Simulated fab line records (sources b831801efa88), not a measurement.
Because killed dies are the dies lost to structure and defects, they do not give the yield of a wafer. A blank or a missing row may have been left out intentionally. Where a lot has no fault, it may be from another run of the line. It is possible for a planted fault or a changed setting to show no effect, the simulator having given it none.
Problem report in the 8D (eight disciplines) form, filled by code :: flow sfq-line :: the parts of the form that need people (team, actions taken, sign-off) are left out

1. THE PROBLEM
M8_AU_RS at SFQ_M8_RS_MEAS_949 reads a mean of 0.1726 ohm/sq on 2 wafers of 1 lot; wafers without a fault read 0.1539 ohm/sq with a standard deviation of 0.0028. That is +6.7 standard deviations from the usual mean.
The step: measures by four-point-probe.
Seen first at day 85 05:53 on film-metro-03, wafer L310.1. The record holds 39 wafers of 13 lots with a number at this step. Rule for "out" (also "out of limits"): further than 4 standard deviations from the usual mean. All remaining wafers that have a number are taken as sound.

2. WHAT IT IS, WHAT IT ISN'T
question: which readings at this step
is: M8_AU_RS
is not: -

question: which lots
is: L310
is not: L299, L300, L301, L302, L303, L306, L309, L313, L315, L317, L319, L321

question: which wafers of those lots
is: L310.1, L310.6
is not: L310.3

question: read on which gauges
is: film-metro-03
is not: film-metro-01, film-metro-04

question: when
is: from day 85 05:53
is not: up to then (22 sound wafers); but 15 sound wafers of L313, L315, L317, L319, L321 came after

3. WHAT RULES OUT EACH SUSPECT
Counting: if a tool at a process step up to the reading ran every lot that is out, it stays a suspect. Sound lots after the first of them don't rule it out here, since some wafers of a struck lot are sound.
- the gauge at SFQ_M8_RS_MEAS_949: kept. All the wafers that are out were read on film-metro-03, and no step on other tools shows them out.
- rie-metal-01 at SFQ_TRILAYER_R5_STRIP_STRIP_140 (strips in O2): kept. The lot that is out, L310, ran on it at day 69 05:50; the last sound lot it ran before that was L309, at day 69 03:38.
- rie-metal-04 at SFQ_TRILAYER_M6_STRIP_STRIP_163 (strips in O2): kept. The lot that is out, L310, ran on it at day 80 21:04; the last sound lot it ran before that was L306, at day 79 20:05.
- pecvd-03 at SFQ_TRILAYER_I6_DEP_PECVD_165 (deposits SiO2 from SiH4/N2O, time 111.11 s, target thk 500 nm): kept. The lot that is out, L310, ran on it at day 80 22:27; the last sound lot it ran before that was L309, at day 80 13:17.
- pvd-sputter-01 at SFQ_TRILAYER_M8_DEP_EVAP_196 (material Au, target thk 180 nm, time 900 s): kept. The lot that is out, L310, ran on it at day 85 05:23; the last sound lot it ran before that was L306, at day 84 18:46.
Left after counting: rie-metal-01 at SFQ_TRILAYER_R5_STRIP_STRIP_140, rie-metal-04 at SFQ_TRILAYER_M6_STRIP_STRIP_163, pecvd-03 at SFQ_TRILAYER_I6_DEP_PECVD_165, pvd-sputter-01 at SFQ_TRILAYER_M8_DEP_EVAP_196, film-metro-03 at SFQ_M8_RS_MEAS_949.

4. THE CAUSE (what the simulator had put in)
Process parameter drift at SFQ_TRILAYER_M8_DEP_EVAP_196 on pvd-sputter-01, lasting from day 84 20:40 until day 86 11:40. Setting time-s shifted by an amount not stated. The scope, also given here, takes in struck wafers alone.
Counting left 5 suspects, and this tool is among them.

5. THE EFFECT CHAIN, in route order
Rows list readings where the struck wafers' mean (over those with a number) sits beyond 3 standard deviations from the usual. Only readings whose record carries a usual standard deviation are examined. hours: median over the lots of the time between each lot's start at the first step of this table that gives one and its start at this step. sigmas: the change, counted in usual standard deviations.
hours: 0
step: SFQ_M8_RS_MEAS_949
reading: M8_AU_RS
usual: 0.1539 ohm/sq
on struck wafers: 0.1726
change: +0.0187
sigmas: +6.7

hours: 0
step: SFQ_M8_THK_MEAS_950
reading: M8_AU_THK
usual: 180 nm
on struck wafers: 162
change: -18
sigmas: -5.8

6. WHAT WOULD HAVE CAUGHT IT SOONER
9 hours passed between the start of the fault at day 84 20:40 and the first reading out of limits at a measuring or inspecting step in this record, taken at day 85 05:53.
Each of the lots that are out, 1 in all, had begun SFQ_TRILAYER_M8_DEP_EVAP_196 on pvd-sputter-01 no later than day 85 05:53. Tool hold at that time: it would have spared none of them.
